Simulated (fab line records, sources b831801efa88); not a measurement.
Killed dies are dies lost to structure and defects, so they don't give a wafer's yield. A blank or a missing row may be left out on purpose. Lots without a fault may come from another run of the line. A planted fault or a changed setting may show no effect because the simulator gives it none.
A struck lot beside a sound one | flow sky130 | 19 steps out of a route of 708
Sound: wafers L368.2, L368.3, L368.5. Struck: wafer L373.2. (L373.4, L373.5 of the same lot were not struck and are left out.) The cause comes at the end.
At each step with rows: each side's tool, then ch and its chambers, then its first start. Under that, the readings that differ: sound wafers | struck wafers | difference of the means | sigmas: that difference in standard deviations of wafers without a fault.
alike: readings whose means differ by less than 2 such deviations, and words and numbers that are the same on both sides. not compared: withheld readings, readings that some wafer has no value for, bounds like >300 that may hide the same value, and numbers for which the record gives no deviation and whose values overlap.
The two part at a step that has a row with sigmas, a row that says differs or no value, or rows on one side only. Numbers that don't overlap but have no deviation are shown without sigmas and don't part them. A reading that every wafer of one side lacks parts them only if that side has two wafers or more.

first, 6 steps without rows for these wafers: SKY_VIA1_ETCH_15 (etches SiO2 in C4F8/O2/Ar, stops on TiN, target depth 351 nm, time 54 s); SKY_VIA1_STRIP_16 (strips in O2/N2); SKY_VIA1_STRIP_17 (strips in post etch residue remover, time 1200 s); SKY_VIA1_CLEAN_18 (cleans in IPA, time 180 s); SKY_VIA1_CLEAN_19 (cleans in O3/DIW); SKY_VIA1_SPUTTER_20 (material TiN, target thk 20 nm, time 80 s).
SKY_VIA1_CVD_21: deposits W, target thk 270 nm, time 80.902 s.
  sound on cvd_w-02 ch 1, day 37 05:07; struck on cvd_w-02 ch 0, day 39 05:28
  alike: heater_power_w
SKY_VIA1_RS_MEAS_22: measures by four-point-probe.
  sound on film_metro-02, day 37 05:13; struck on film_metro-03, day 39 05:34
  alike: VIA1_W_RS
SKY_VIA1_THK_MEAS_23: measures by xrf.
  sound on film_metro-02, day 37 05:20; struck on film_metro-03, day 39 05:41
  alike: VIA1_W_THK
SKY_VIA1_CMP_24: polishes, stops on SiO2, t overpolish 15 s, target thk 0 nm.
  sound on cmp-02 ch 0,1, day 37 05:23; struck on cmp-02 ch 0, day 39 05:47
  alike: motor_current_A, overpolish_run_s, platen_rpm, time_to_endpoint_s
SKY_METAL2_SPUTTER_00: material Ti, target thk 15 nm, time 10 s.
  sound on pvd_sputter-04, day 37 05:41; struck on pvd_sputter-04, day 39 06:02
  alike: throttle_valve_pct
SKY_METAL2_SPUTTER_01: material TiN, target thk 20 nm, time 16.7 s.
  sound on pvd_sputter-04, day 37 05:42; struck on pvd_sputter-04, day 39 06:04
  alike: throttle_valve_pct
SKY_METAL2_SPUTTER_02: material AlCu, target thk 250 nm, time 13.3 s.
  sound on pvd_sputter-04, day 37 05:44; struck on pvd_sputter-04, day 39 06:05
  reading                                     | sound             | struck | difference | sigmas
  model.AlCu_of_METAL2_SPUTTER_02.thk_nm (nm) | 249.4 248.1 247.6 | 231.4  | -17.0      |
  alike: throttle_valve_pct
then, 1 step without rows for these wafers: SKY_METAL2_SPUTTER_03 (material Ti, target thk 5 nm, time 3.3 s).
SKY_METAL2_SPUTTER_04: material TiN, target thk 70 nm, time 58.3 s.
  sound on pvd_sputter-04, day 37 05:46; struck on pvd_sputter-04, day 39 06:07
  alike: throttle_valve_pct
SKY_METAL2_RS_MEAS_05: measures by four-point-probe.
  sound on film_metro-04, day 37 05:50; struck on film_metro-03, day 39 06:11
  reading                 | sound                | struck | difference | sigmas
  METAL2_ALCU_RS (ohm/sq) | 0.1272 0.1277 0.1277 | 0.1373 | +0.0098    | +7
SKY_METAL2_THK_MEAS_06: measures by xrf.
  sound on film_metro-04, day 37 05:57; struck on film_metro-03, day 39 06:18
  reading              | sound             | struck | difference | sigmas
  METAL2_ALCU_THK (nm) | 249.4 248.7 248.9 | 233.9  | -15.1      | -5
then, 1 step without rows for these wafers: SKY_METAL2_DEHYDRATE_07 (time 60 s).
-- the record jumps here: 10 days lie between the struck wafers' starts before and after (it left off in module METAL2 and takes up again in module PAD_OPEN, whose first step shown is number 708 of the route) --
SKY_PAD_OPEN_PROBE_99:
  sound on prober-02, day 48 04:37; struck on prober-01, day 49 15:49
  reading                      | sound                | struck | difference | sigmas
  killed_at_M0_to_M3           | 39 36 43             | 55     | +16        | +2
  model.etest.met2.line_ohm_um | 0.8816 0.9106 0.9041 | 0.9892 | +0.0904    |
  model.etest.met2.rs_ohm_sq   | 0.1281 0.1303 0.1286 | 0.1388 | +0.0098    |
  alike: defect_limited_yield, killed_at_M4_up, killed_at_contacts, killed_at_front_end, killed_at_other, killed_dies, killed_open, killed_short, sort_bin_3_pad_short, sort_bin_5_function, sort_bin_6_memory, sort_n_pass, sort_yield_pct

WHERE THEY PART
First at SKY_METAL2_RS_MEAS_05; last, within this record, at SKY_PAD_OPEN_PROBE_99.

WHY: what the simulator had put in
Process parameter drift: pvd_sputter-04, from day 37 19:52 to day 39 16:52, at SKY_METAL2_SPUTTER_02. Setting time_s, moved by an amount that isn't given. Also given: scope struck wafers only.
